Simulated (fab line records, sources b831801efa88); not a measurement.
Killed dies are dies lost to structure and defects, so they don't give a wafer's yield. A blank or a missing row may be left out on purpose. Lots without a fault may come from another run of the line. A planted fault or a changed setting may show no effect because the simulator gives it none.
Chamber matching | flow gf180mcu | GF_CONTACT_CVD_00 on hdpcvd-01: 3 sister chambers
The step deposits SiO2, target thk 300 nm, time 50 s. 20 wafers are shown with their chamber, then 10 later ones without.

WAFERS WITH THEIR CHAMBER
wafer  | chamber | sih4_flow_sccm (sccm)
L955.4 | 0       | 60.30
L955.5 | 2       | 59.95
L955.6 | 1       | 60.15
L956.4 | 2       | 59.68
L956.5 | 1       | 60.08
L956.6 | 0       | 60.03
L957.1 | 0       | 60.17
L957.2 | 1       | 60.02
L957.4 | 1       | 59.90
L960.3 | 1       | 60.07
L960.4 | 1       | 59.88
L960.6 | 2       | 60.14
L962.1 | 2       | 60.16
L962.4 | 1       | 60.04
L963.4 | 1       | 59.94
L963.5 | 2       | 59.96
L964.3 | 1       | 60.21
L964.4 | 2       | 59.72
L973.1 | 0       | 60.10
L973.3 | 2       | 60.01

SIGNATURES (means of the wafers above)
reading        | chamber 0 | chamber 1 | chamber 2 | scatter within a chamber
sih4_flow_sccm | 60.1500   | 60.0322   | 59.9457   | 0.143
Rule: a wafer's distance from a chamber is the root of the sum, over the readings, of the square of ((its reading less the chamber's mean) divided by the reading's scatter). The wafer belongs to the nearest chamber; if the next one is less than 2 further off, it can't be placed. The scatter: the root of (the sum of the squares of (reading less its chamber's mean) over the shown wafers, divided by (wafers less chambers)).

WAFERS WITHOUT THEIR CHAMBER
wafer  | sih4_flow_sccm (sccm)
L973.4 | 60.18
L974.2 | 59.71
L974.3 | 60.16
L974.6 | 59.96
L975.1 | 59.97
L975.2 | 59.84
L975.3 | 60.29
L976.2 | 59.88
L976.3 | 60.10
L976.4 | 59.77

WHICH CHAMBER EACH WENT THROUGH
wafer  | from the rows above          | in truth
L973.4 | can't be placed: 0 or 1 or 2 | 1
L974.2 | can't be placed: 2 or 1 or 0 | 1
L974.3 | can't be placed: 0 or 1 or 2 | 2
L974.6 | can't be placed: 2 or 1 or 0 | 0
L975.1 | can't be placed: 2 or 1 or 0 | 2
L975.2 | can't be placed: 2 or 1 or 0 | 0
L975.3 | can't be placed: 0 or 1 or 2 | 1
L976.2 | can't be placed: 2 or 1 or 0 | 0
L976.3 | can't be placed: 0 or 1 or 2 | 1
L976.4 | can't be placed: 2 or 1 or 0 | 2
Placed correctly: 0 of 10. Can't be placed from these rows: 10 (the true chamber is among the candidates in 10). Placed wrongly: 0.
